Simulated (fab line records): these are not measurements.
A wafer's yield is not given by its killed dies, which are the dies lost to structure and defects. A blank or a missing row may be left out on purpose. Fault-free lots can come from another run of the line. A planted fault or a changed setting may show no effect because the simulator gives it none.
Matching of chambers | flow sky130 | SKY_VIA2_CMP_02 on cmp-02 has 4 sister chambers
The step polishes SiO2. 8 wafers are shown with their chamber, then 7 later ones without.

WAFERS WITH THEIR CHAMBER
wafer  | chamber | motor-current-A (A) | slurry-filter-dp-kPa (kPa)
L623.4 | 0       | 11.0                | 13.75
L625.3 | 3       | 10.6                | 13.90
L627.1 | 2       | 13.0                | 13.33
L633.3 | 2       | 12.5                | 13.41
L633.4 | 3       | 10.0                | 13.57
L633.5 | 1       | 12.6                | 13.64
L635.1 | 0       | 11.3                | 13.49
L635.2 | 1       | 12.6                | 13.41

WAFERS WITHOUT THEIR CHAMBER
wafer  | motor-current-A (A) | slurry-filter-dp-kPa (kPa)
L635.4 | 10.0                | 13.33
L637.3 | 12.0                | 13.29
L637.4 | 12.0                | 13.78
L637.5 | 11.1                | 13.54
L639.3 | 13.1                | 13.57
L639.4 | 10.0                | 13.50
L639.5 | 12.8                | 13.51

THE CHAMBER EACH PASSED THROUGH
wafer  | from the rows above          | in truth
L635.4 | can't be placed: 3 or 0      | 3
L637.3 | can't be placed: 1 or 2 or 0 | 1
L637.4 | can't be placed: 1 or 0 or 2 | 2
L637.5 | 0                            | 0
L639.3 | can't be placed: 2 or 1      | 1
L639.4 | 3                            | 3
L639.5 | can't be placed: 1 or 2      | 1
Placed correctly: 2 of 7. These rows do not allow placing 5 (true chamber among the candidates in 5). 0 placed wrongly.
How it was worked out, from the rows above alone: a wafer's distance from a chamber is the root of the sum, over the readings, of the square of ((its reading less the chamber's mean) divided by the reading's scatter). The wafer belongs to the nearest chamber; if the next one is less than 2 further off, it can't be placed. For every chamber, the mean is computed from those of its wafers that are shown. The scatter: the root of (the sum of the squares of (reading less its chamber's mean) over the shown wafers, divided by (wafers less chambers)).
